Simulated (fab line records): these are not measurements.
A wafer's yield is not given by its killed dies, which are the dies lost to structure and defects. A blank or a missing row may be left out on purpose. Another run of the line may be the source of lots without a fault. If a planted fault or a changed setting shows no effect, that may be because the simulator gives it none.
The tool behind it: which one? + flow gf180mcu + 13 lots with 39 wafers sampled at 2 steps, on a route of 602 steps

WHAT THE GAUGES READ, wafer by wafer
GF_V3_BOW_MEAS_05.
| lot  | measured     | on            | V3_BOW (um) |
|------|--------------|---------------|-------------|
| L745 | day 22 04:13 | film-metro-01 | 99 88 109   |
| L748 | day 23 02:47 | film-metro-03 | 106 110 108 |
| L749 | day 23 13:57 | film-metro-04 | 121 111 129 |
| L750 | day 24 04:01 | film-metro-01 | 129 127 108 |
| L751 | day 24 05:44 | film-metro-04 | 119 132 110 |
| L752 | day 24 14:56 | film-metro-01 | 117 119 120 |
| L754 | day 25 08:35 | film-metro-04 | 122 119 131 |
| L756 | day 25 23:53 | film-metro-01 | 121 109 110 |
| L757 | day 26 09:03 | film-metro-04 | 107 103 118 |
| L759 | day 27 03:29 | film-metro-04 | 113 114 120 |
| L763 | day 28 09:33 | film-metro-01 | 123 102 109 |
| L766 | day 28 23:58 | film-metro-04 | 122 121 125 |
| L765 | day 29 01:11 | film-metro-04 | 116 122 123 |

TOOL THAT RAN EACH LOT (tool first, then ch and the chambers of the sampled wafers, then the start)
| lot  | GF_V3_CVD_02                    |
|------|---------------------------------|
| L745 | pecvd-03 ch 0,1,2, day 22 03:44 |
| L748 | pecvd-03 ch 0,2, day 23 02:20   |
| L749 | pecvd-01 ch 0,1,2, day 23 13:21 |
| L750 | pecvd-03 ch 0,1, day 24 03:35   |
| L751 | pecvd-03 ch 1,2, day 24 05:18   |
| L752 | pecvd-02 ch 0,1, day 24 14:29   |
| L754 | pecvd-02 ch 0,1,2, day 25 08:10 |
| L756 | pecvd-01 ch 0,1,2, day 25 23:27 |
| L757 | pecvd-03 ch 0,1,2, day 26 08:37 |
| L759 | pecvd-01 ch 0,1,2, day 27 03:02 |
| L763 | pecvd-01 ch 0,1,2, day 28 09:05 |
| L766 | pecvd-03 ch 0,1,2, day 28 23:31 |
| L765 | pecvd-02 ch 0,1,2, day 29 00:44 |
- GF_V3_CVD_02: deposits SiO2 from TEOS, target thk 850 nm, time 94.851 s.

WHAT THE TOOLS THEMSELVES READ (means of the sampled wafers that have a number; where no wafer has one, the mark that the record gives instead)
GF_V3_CVD_02.
| lot  | tool     | heater-power-w (W) |
|------|----------|--------------------|
| L745 | pecvd-03 | 637                |
| L748 | pecvd-03 | 737                |
| L749 | pecvd-01 | 756                |
| L750 | pecvd-03 | 619                |
| L751 | pecvd-03 | 642                |
| L752 | pecvd-02 | 742                |
| L754 | pecvd-02 | 685                |
| L756 | pecvd-01 | 737                |
| L757 | pecvd-03 | 688                |
| L759 | pecvd-01 | 728                |
| L763 | pecvd-01 | 717                |
| L766 | pecvd-03 | 675                |
| L765 | pecvd-02 | 738                |

THE ANSWER, worked out from the rows above alone
Rule: the lots themselves supply what counts as usual. The widest of any qualifying gaps counts: lots, ordered by their means at a reading, are off when they make up no more than a third of the lots, leave a main group of 4 or more, and stand apart from it by 3 or more times the standard deviation of that group's means. The tables above print the reading to a certain number of digits; a main group whose means all agree to those digits is not used. Also off: a lot with no number at a reading for which 4 or more lots have one. All remaining lots with rows at the step are treated as sound. After the gauges, taken in route order, come the tools' own readings; for these a lot's mean is taken, as printed above. At the first step where some lot is off, the reading lying furthest off is the one used; lots without a number count as furthest.
No lot is off on any of the readings shown, so nothing can be concluded from this.

WHAT WAS PUT IN BY THE SIMULATOR
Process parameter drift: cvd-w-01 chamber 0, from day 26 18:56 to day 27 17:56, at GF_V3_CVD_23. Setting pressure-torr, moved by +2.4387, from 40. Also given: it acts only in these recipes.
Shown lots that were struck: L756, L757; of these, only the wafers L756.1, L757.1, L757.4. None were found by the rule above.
